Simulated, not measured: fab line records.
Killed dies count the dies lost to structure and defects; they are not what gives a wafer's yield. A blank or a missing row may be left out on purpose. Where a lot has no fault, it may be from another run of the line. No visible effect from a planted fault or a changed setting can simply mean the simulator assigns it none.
Chamber matching / flow gf180mcu / 4 sister chambers for GF_V4_CMP_04 on cmp-02
The step polishes SiO2. 8 wafers are shown with their chamber, then 7 later ones without.

## WAFERS WITH THEIR CHAMBER
wafer=L358.6; chamber=1; motor-current-A (A)=10.8; time-to-endpoint-s (s)=80
wafer=L362.1; chamber=1; motor-current-A (A)=10.5; time-to-endpoint-s (s)=72
wafer=L362.2; chamber=2; motor-current-A (A)=11.7; time-to-endpoint-s (s)=74
wafer=L362.4; chamber=3; motor-current-A (A)=10.7; time-to-endpoint-s (s)=78
wafer=L365.2; chamber=3; motor-current-A (A)=10.9; time-to-endpoint-s (s)=74
wafer=L365.6; chamber=0; motor-current-A (A)=10.3; time-to-endpoint-s (s)=79
wafer=L368.3; chamber=2; motor-current-A (A)=11.2; time-to-endpoint-s (s)=78
wafer=L368.5; chamber=0; motor-current-A (A)=10.0; time-to-endpoint-s (s)=81

## WAFERS WITHOUT THEIR CHAMBER
wafer=L368.6; motor-current-A (A)=10.9; time-to-endpoint-s (s)=80
wafer=L369.1; motor-current-A (A)=10.4; time-to-endpoint-s (s)=78
wafer=L369.3; motor-current-A (A)=10.7; time-to-endpoint-s (s)=75
wafer=L369.4; motor-current-A (A)=11.6; time-to-endpoint-s (s)=81
wafer=L370.1; motor-current-A (A)=10.3; time-to-endpoint-s (s)=75
wafer=L370.3; motor-current-A (A)=11.6; time-to-endpoint-s (s)=79
wafer=L370.6; motor-current-A (A)=10.7; time-to-endpoint-s (s)=81

## WHICH CHAMBER EACH ONE RAN IN
wafer=L368.6; from the rows above=can't be placed: 3 or 1 or 2 or 0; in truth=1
wafer=L369.1; from the rows above=can't be placed: 0 or 1 or 3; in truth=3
wafer=L369.3; from the rows above=can't be placed: 1 or 3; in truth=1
wafer=L369.4; from the rows above=2; in truth=2
wafer=L370.1; from the rows above=can't be placed: 1 or 0 or 3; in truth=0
wafer=L370.3; from the rows above=2; in truth=2
wafer=L370.6; from the rows above=can't be placed: 1 or 3 or 0 or 2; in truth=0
Placed correctly: 2 of 7. From these rows, 5 cannot be placed; in 5 the true chamber is one of the candidates. Placed wrongly: 0.
How it was worked out, from the rows above alone: a wafer's distance from a chamber is the root of the sum, over the readings, of the square of ((its reading less the chamber's mean) divided by the reading's scatter). The wafer belongs to the nearest chamber; if the next one is less than 2 further off, it can't be placed. Each chamber's mean is taken over the wafers shown for it. The scatter is the square root of a quotient: the sum, over the shown wafers, of each reading's squared deviation from its chamber's mean, divided by wafers minus chambers.
